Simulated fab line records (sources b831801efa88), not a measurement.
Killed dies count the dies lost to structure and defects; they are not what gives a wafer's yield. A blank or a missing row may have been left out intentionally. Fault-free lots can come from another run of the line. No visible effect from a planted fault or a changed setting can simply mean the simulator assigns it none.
Which tool is to blame? / flow sky130 / Sampling: 6 lots, 18 wafers, 2 of 708 route steps

WHAT EACH GAUGE READ, for each wafer
SKY_PASSIVATION_THK_MEAS_01.
lot=L985; measured=day 45 17:56; on=film_metro-04; PASSIVATION_CVD_00_THK (nm)=88.1 91.0 90.0
lot=L991; measured=day 46 14:30; on=film_metro-02; PASSIVATION_CVD_00_THK (nm)=89.5 87.9 89.2
lot=L992; measured=day 47 04:59; on=film_metro-02; PASSIVATION_CVD_00_THK (nm)=90.0 90.4 91.6
lot=L996; measured=day 48 06:19; on=film_metro-02; PASSIVATION_CVD_00_THK (nm)=88.2 88.3 90.2
lot=L999; measured=day 48 19:22; on=film_metro-02; PASSIVATION_CVD_00_THK (nm)=90.3 89.0 92.0
lot=L107; measured=day 50 09:10; on=film_metro-01; PASSIVATION_CVD_00_THK (nm)=88.5 89.6 88.4

WHICH TOOL RAN EACH LOT (tool, then ch and the chambers of the sampled wafers, then the start)
lot=L985; SKY_POLY_CUT_STRIP_12=plasma_asher-02 ch 1, day 26 03:09
lot=L991; SKY_POLY_CUT_STRIP_12=plasma_asher-02 ch 0,1, day 27 06:43
lot=L992; SKY_POLY_CUT_STRIP_12=plasma_asher-01 ch 0,1, day 28 04:55
lot=L996; SKY_POLY_CUT_STRIP_12=plasma_asher-01 ch 0,1, day 29 15:25
lot=L999; SKY_POLY_CUT_STRIP_12=plasma_asher-03 ch 0,1, day 30 09:10
lot=L107; SKY_POLY_CUT_STRIP_12=plasma_asher-03 ch 0,1, day 32 18:10
- SKY_POLY_CUT_STRIP_12: strips in O2/N2.

THE ANSWER, worked out from the rows above alone
Rule: the lots themselves supply what counts as usual. Put in order of their means at a reading, lots are off if they are a third of the lots or fewer, leave a main group of 4 or more, and stand apart from it by a gap of 3 or more times the standard deviation of the main group's means; of several such gaps the widest counts. A main group is skipped when, at the precision printed for the reading in the tables above, its means are all equal. A lot without any number at a reading at which 4 lots or more have one is off too. All remaining lots with rows at the step are treated as sound.
No lot is off on any of the readings shown, so nothing can be concluded from this.

WHAT HAD BEEN PUT IN BY THE SIMULATOR
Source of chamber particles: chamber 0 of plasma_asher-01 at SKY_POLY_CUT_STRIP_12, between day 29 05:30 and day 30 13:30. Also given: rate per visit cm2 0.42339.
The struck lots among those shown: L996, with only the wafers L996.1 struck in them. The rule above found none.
